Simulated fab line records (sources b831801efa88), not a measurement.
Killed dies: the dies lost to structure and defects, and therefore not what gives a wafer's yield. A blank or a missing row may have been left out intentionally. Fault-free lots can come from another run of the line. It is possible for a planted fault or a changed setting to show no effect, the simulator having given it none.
Which tool is to blame? / flow gf180mcu / 13 lots with 39 wafers sampled at 5 steps, on a route of 602 steps

WHAT THE GAUGES READ, wafer by wafer
GF_STI_CD_MEAS_12: the cd target is 220 nm. Usual: 219.9 nm for cd_nm, sd 1.5.
lot=L981; measured=day 2 08:05; on=cd_sem-02; cd_nm (nm)=219.4 218.9 220.7; flag=
lot=L982; measured=day 2 11:35; on=cd_sem-02; cd_nm (nm)=218.2 218.8 219.0; flag=
lot=L984; measured=day 2 23:07; on=cd_sem-02; cd_nm (nm)=217.7 218.4 217.9; flag=
lot=L985; measured=day 3 04:08; on=cd_sem-01; cd_nm (nm)=219.6 220.3 221.3; flag=
lot=L987; measured=day 3 14:05; on=cd_sem-01; cd_nm (nm)=218.2 217.9 217.5; flag=
lot=L989; measured=day 3 23:40; on=cd_sem-01; cd_nm (nm)=220.2 220.3 220.4; flag=
lot=L990; measured=day 4 05:52; on=cd_sem-02; cd_nm (nm)=220.9 221.5 221.8; flag=
lot=L991; measured=day 4 09:28; on=cd_sem-01; cd_nm (nm)=220.3 219.5 220.4; flag=
lot=L993; measured=day 4 20:16; on=cd_sem-01; cd_nm (nm)=217.9 218.1 219.6; flag=
lot=L994; measured=day 5 02:10; on=cd_sem-01; cd_nm (nm)=221.2 221.4 221.4; flag=
lot=L100; measured=day 6 10:17; on=cd_sem-01; cd_nm (nm)=210.8 212.0 211.3 210.8 212.3 211.4; flag=OFF
lot=L101; measured=day 6 15:29; on=cd_sem-01; cd_nm (nm)=214.6 214.5 214.9; flag=OFF
lot=L102; measured=day 6 18:25; on=cd_sem-02; cd_nm (nm)=211.5 212.5 211.8 211.4 212.0 211.7; flag=OFF

GF_VT_IMPLANT_TW_MEAS_10. Usual: VT_IMPLANT_TW typically reads 568, with standard deviation 3.2.
lot=L981; measured=day 5 21:31; on=film_metro-04; VT_IMPLANT_TW=572 573 569; flag=
lot=L982; measured=day 6 02:45; on=film_metro-02; VT_IMPLANT_TW=569 567 565; flag=
lot=L984; measured=day 6 17:06; on=film_metro-02; VT_IMPLANT_TW=568 565 564; flag=
lot=L985; measured=day 6 21:18; on=film_metro-01; VT_IMPLANT_TW=567 565 569; flag=
lot=L987; measured=day 7 11:27; on=film_metro-02; VT_IMPLANT_TW=567 568 567; flag=
lot=L989; measured=day 7 22:44; on=film_metro-02; VT_IMPLANT_TW=568 567 565; flag=
lot=L990; measured=day 8 04:42; on=film_metro-04; VT_IMPLANT_TW=570 573 570; flag=
lot=L991; measured=day 8 08:35; on=film_metro-01; VT_IMPLANT_TW=566 563 567; flag=
lot=L993; measured=day 8 21:11; on=film_metro-02; VT_IMPLANT_TW=568 568 563; flag=
lot=L994; measured=day 9 11:41; on=film_metro-01; VT_IMPLANT_TW=564 567 566; flag=
lot=L100; measured=day 10 21:32; on=film_metro-04; VT_IMPLANT_TW=573 574 573; flag=
lot=L101; measured=day 11 05:47; on=film_metro-01; VT_IMPLANT_TW=563 563 562; flag=
lot=L102; measured=day 11 06:05; on=film_metro-02; VT_IMPLANT_TW=569 567 568; flag=

GF_VT_IMPLANT_TW_MEAS_32. Usual: VT_IMPLANT_3_TW typically reads 270.5, with standard deviation 1.7.
lot=L981; measured=day 7 03:04; on=film_metro-02; VT_IMPLANT_3_TW=270.7 268.8 268.6; flag=
lot=L982; measured=day 7 10:18; on=film_metro-01; VT_IMPLANT_3_TW=268.4 269.1 269.5; flag=
lot=L984; measured=day 8 00:23; on=film_metro-01; VT_IMPLANT_3_TW=270.4 270.7 268.2; flag=
lot=L985; measured=day 8 05:01; on=film_metro-02; VT_IMPLANT_3_TW=267.7 270.1 270.0; flag=
lot=L987; measured=day 8 20:15; on=film_metro-02; VT_IMPLANT_3_TW=269.5 269.8 270.2; flag=
lot=L989; measured=day 9 08:44; on=film_metro-01; VT_IMPLANT_3_TW=267.8 267.1 270.0; flag=
lot=L990; measured=day 9 14:49; on=film_metro-02; VT_IMPLANT_3_TW=270.8 271.0 271.4; flag=
lot=L991; measured=day 9 18:29; on=film_metro-04; VT_IMPLANT_3_TW=272.8 270.8 271.9; flag=
lot=L993; measured=day 10 08:11; on=film_metro-04; VT_IMPLANT_3_TW=272.6 272.5 272.9; flag=
lot=L994; measured=day 10 22:55; on=film_metro-02; VT_IMPLANT_3_TW=270.9 269.4 269.8; flag=
lot=L100; measured=day 12 11:05; on=film_metro-02; VT_IMPLANT_3_TW=271.0 270.6 271.3; flag=
lot=L101; measured=day 12 20:59; on=film_metro-04; VT_IMPLANT_3_TW=271.6 270.8 270.1; flag=
lot=L102; measured=day 12 21:03; on=film_metro-01; VT_IMPLANT_3_TW=267.2 267.3 268.4; flag=

WHICH TOOL RAN EACH LOT (tool, then ch and the chambers of the sampled wafers, then the start)
lot=L981; GF_STI_SOFTBAKE_08=litho_track-03 ch 0, day 2 02:28; GF_STI_STRIP_15=plasma_asher-03 ch 0,1, day 2 08:22
lot=L982; GF_STI_SOFTBAKE_08=litho_track-02 ch 0, day 2 05:23; GF_STI_STRIP_15=plasma_asher-03 ch 0,1, day 2 11:52
lot=L984; GF_STI_SOFTBAKE_08=litho_track-03 ch 0, day 2 17:04; GF_STI_STRIP_15=plasma_asher-03 ch 0,1, day 2 23:24
lot=L985; GF_STI_SOFTBAKE_08=litho_track-04 ch 0, day 2 21:23; GF_STI_STRIP_15=plasma_asher-01 ch 0,1, day 3 04:24
lot=L987; GF_STI_SOFTBAKE_08=litho_track-03 ch 0, day 3 08:15; GF_STI_STRIP_15=plasma_asher-04 ch 0,1, day 3 14:20
lot=L989; GF_STI_SOFTBAKE_08=litho_track-02 ch 0, day 3 17:14; GF_STI_STRIP_15=plasma_asher-04 ch 0, day 3 23:56
lot=L990; GF_STI_SOFTBAKE_08=litho_track-02 ch 0, day 3 23:23; GF_STI_STRIP_15=plasma_asher-01 ch 0,1, day 4 06:08
lot=L991; GF_STI_SOFTBAKE_08=litho_track-03 ch 0, day 4 02:31; GF_STI_STRIP_15=plasma_asher-01 ch 0,1, day 4 09:44
lot=L993; GF_STI_SOFTBAKE_08=litho_track-02 ch 0, day 4 13:32; GF_STI_STRIP_15=plasma_asher-01 ch 0,1, day 4 20:32
lot=L994; GF_STI_SOFTBAKE_08=litho_track-02 ch 0, day 4 19:02; GF_STI_STRIP_15=plasma_asher-04 ch 0,1, day 5 02:26
lot=L100; GF_STI_SOFTBAKE_08=litho_track-03 ch 0, day 6 02:48; GF_STI_STRIP_15=plasma_asher-01 ch 0,1, day 6 14:41
lot=L101; GF_STI_SOFTBAKE_08=litho_track-03 ch 0, day 6 08:10; GF_STI_STRIP_15=plasma_asher-03 ch 0,1, day 6 15:45
lot=L102; GF_STI_SOFTBAKE_08=litho_track-03 ch 0, day 6 11:19; GF_STI_STRIP_15=plasma_asher-01 ch 0,1, day 6 23:16
- GF_STI_SOFTBAKE_08: time 60 s.
- GF_STI_STRIP_15: strips in O2/N2.

AS READ BY THE TOOLS THEMSELVES (means over the sampled wafers that have a number; for cases with no such wafer, the mark the record gives instead)
GF_STI_SOFTBAKE_08. Usual: heater_power_total_W 93.06 W, standard deviation 0.053; plate_temp_C 130.00 C, standard deviation 0.14.
lot=L981; tool=litho_track-03; heater_power_total_W (W)=93.09; plate_temp_C (C)=130.00; flag=
lot=L982; tool=litho_track-02; heater_power_total_W (W)=93.01; plate_temp_C (C)=129.98; flag=
lot=L984; tool=litho_track-03; heater_power_total_W (W)=93.01; plate_temp_C (C)=130.01; flag=
lot=L985; tool=litho_track-04; heater_power_total_W (W)=93.01; plate_temp_C (C)=130.07; flag=
lot=L987; tool=litho_track-03; heater_power_total_W (W)=93.02; plate_temp_C (C)=130.14; flag=
lot=L989; tool=litho_track-02; heater_power_total_W (W)=93.07; plate_temp_C (C)=130.00; flag=
lot=L990; tool=litho_track-02; heater_power_total_W (W)=93.07; plate_temp_C (C)=130.14; flag=
lot=L991; tool=litho_track-03; heater_power_total_W (W)=93.03; plate_temp_C (C)=129.74; flag=
lot=L993; tool=litho_track-02; heater_power_total_W (W)=93.01; plate_temp_C (C)=129.98; flag=
lot=L994; tool=litho_track-02; heater_power_total_W (W)=93.07; plate_temp_C (C)=130.21; flag=
lot=L100; tool=litho_track-03; heater_power_total_W (W)=95.14; plate_temp_C (C)=132.41; flag=OFF
lot=L101; tool=litho_track-03; heater_power_total_W (W)=95.22; plate_temp_C (C)=132.34; flag=OFF
lot=L102; tool=litho_track-03; heater_power_total_W (W)=95.22; plate_temp_C (C)=132.26; flag=OFF

GF_STI_STRIP_15. Usual: drypump_motor_current_A 5.5 A, standard deviation 0.34; heater_power_w 321 W, standard deviation 18; oes_product_au 0.383 a.u., standard deviation 0.005; platen_temp_c 249.99 C, standard deviation 0.19; strip_time_to_endpoint_s 3.71 s, standard deviation 0.046.
lot=L981; tool=plasma_asher-03; drypump_motor_current_A (A)=5.5; heater_power_w (W)=335; oes_product_au (a.u.)=0.383; platen_temp_c (C)=249.92; strip_time_to_endpoint_s (s)=3.73; flag=
lot=L982; tool=plasma_asher-03; drypump_motor_current_A (A)=5.3; heater_power_w (W)=341; oes_product_au (a.u.)=0.380; platen_temp_c (C)=250.02; strip_time_to_endpoint_s (s)=3.72; flag=
lot=L984; tool=plasma_asher-03; drypump_motor_current_A (A)=5.5; heater_power_w (W)=340; oes_product_au (a.u.)=0.388; platen_temp_c (C)=249.97; strip_time_to_endpoint_s (s)=3.68; flag=
lot=L985; tool=plasma_asher-01; drypump_motor_current_A (A)=5.8; heater_power_w (W)=312; oes_product_au (a.u.)=0.386; platen_temp_c (C)=249.99; strip_time_to_endpoint_s (s)=3.65; flag=
lot=L987; tool=plasma_asher-04; drypump_motor_current_A (A)=5.4; heater_power_w (W)=300; oes_product_au (a.u.)=0.381; platen_temp_c (C)=250.25; strip_time_to_endpoint_s (s)=3.63; flag=
lot=L989; tool=plasma_asher-04; drypump_motor_current_A (A)=5.5; heater_power_w (W)=322; oes_product_au (a.u.)=0.388; platen_temp_c (C)=250.22; strip_time_to_endpoint_s (s)=3.74; flag=
lot=L990; tool=plasma_asher-01; drypump_motor_current_A (A)=5.8; heater_power_w (W)=315; oes_product_au (a.u.)=0.379; platen_temp_c (C)=249.94; strip_time_to_endpoint_s (s)=3.74; flag=
lot=L991; tool=plasma_asher-01; drypump_motor_current_A (A)=5.5; heater_power_w (W)=314; oes_product_au (a.u.)=0.380; platen_temp_c (C)=250.01; strip_time_to_endpoint_s (s)=3.73; flag=
lot=L993; tool=plasma_asher-01; drypump_motor_current_A (A)=5.8; heater_power_w (W)=318; oes_product_au (a.u.)=0.385; platen_temp_c (C)=250.09; strip_time_to_endpoint_s (s)=3.70; flag=
lot=L994; tool=plasma_asher-04; drypump_motor_current_A (A)=5.4; heater_power_w (W)=301; oes_product_au (a.u.)=0.376; platen_temp_c (C)=249.89; strip_time_to_endpoint_s (s)=3.70; flag=
lot=L100; tool=plasma_asher-01; drypump_motor_current_A (A)=5.8; heater_power_w (W)=315; oes_product_au (a.u.)=0.381; platen_temp_c (C)=249.85; strip_time_to_endpoint_s (s)=3.71; flag=
lot=L101; tool=plasma_asher-03; drypump_motor_current_A (A)=5.5; heater_power_w (W)=340; oes_product_au (a.u.)=0.379; platen_temp_c (C)=249.89; strip_time_to_endpoint_s (s)=3.66; flag=
lot=L102; tool=plasma_asher-01; drypump_motor_current_A (A)=5.5; heater_power_w (W)=315; oes_product_au (a.u.)=0.383; platen_temp_c (C)=249.80; strip_time_to_endpoint_s (s)=3.72; flag=

THE ANSWER, worked out from the rows above alone
Rule: a lot is off if the mean of its wafers that have a number lies more than 3 standard deviations from the usual mean. Also off: a lot with no number at a reading for which 4 or more lots have one. Where the step has rows for the other lots, those lots are counted as sound. First the gauges in route order, then the tools' own readings, where a lot's mean is used as printed above. The first step at which some lot is off is used, and at that step the reading that is off furthest; a lot without a number counts as furthest.
Off: L100, L101, L102, at GF_STI_CD_MEAS_12 (cd_nm).
A tool fits if, at a process step before that reading, it ran every lot that is off, and no sound lot after the first of them. Not tried: the gauges at GF_STI_CD_MEAS_12; whatever is off there is also off at GF_STI_SOFTBAKE_08, on other tools, and gauge error can't account for it. One candidate fits, namely litho_track-03 at GF_STI_SOFTBAKE_08. A fault onset in the window from L991 (day 4 02:31, its last sound lot) to L100 (day 6 02:48, its first lot off) fits.
The tool's own readings at GF_STI_SOFTBAKE_08 bear it out: on the lots that are off they differ by more than 5 times the standard deviation of the sound lots' means. heater_power_total_W reads 95.19 W there against 93.04 W on the sound lots; plate_temp_C reads 132.34 C there against 130.03 C on the sound lots.

WHAT THE SIMULATOR HAD INSERTED
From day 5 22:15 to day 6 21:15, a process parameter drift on litho_track-03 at GF_STI_SOFTBAKE_08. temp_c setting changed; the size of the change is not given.
Lots struck among those shown: L100, L101, L102. Same finding as the rule above.
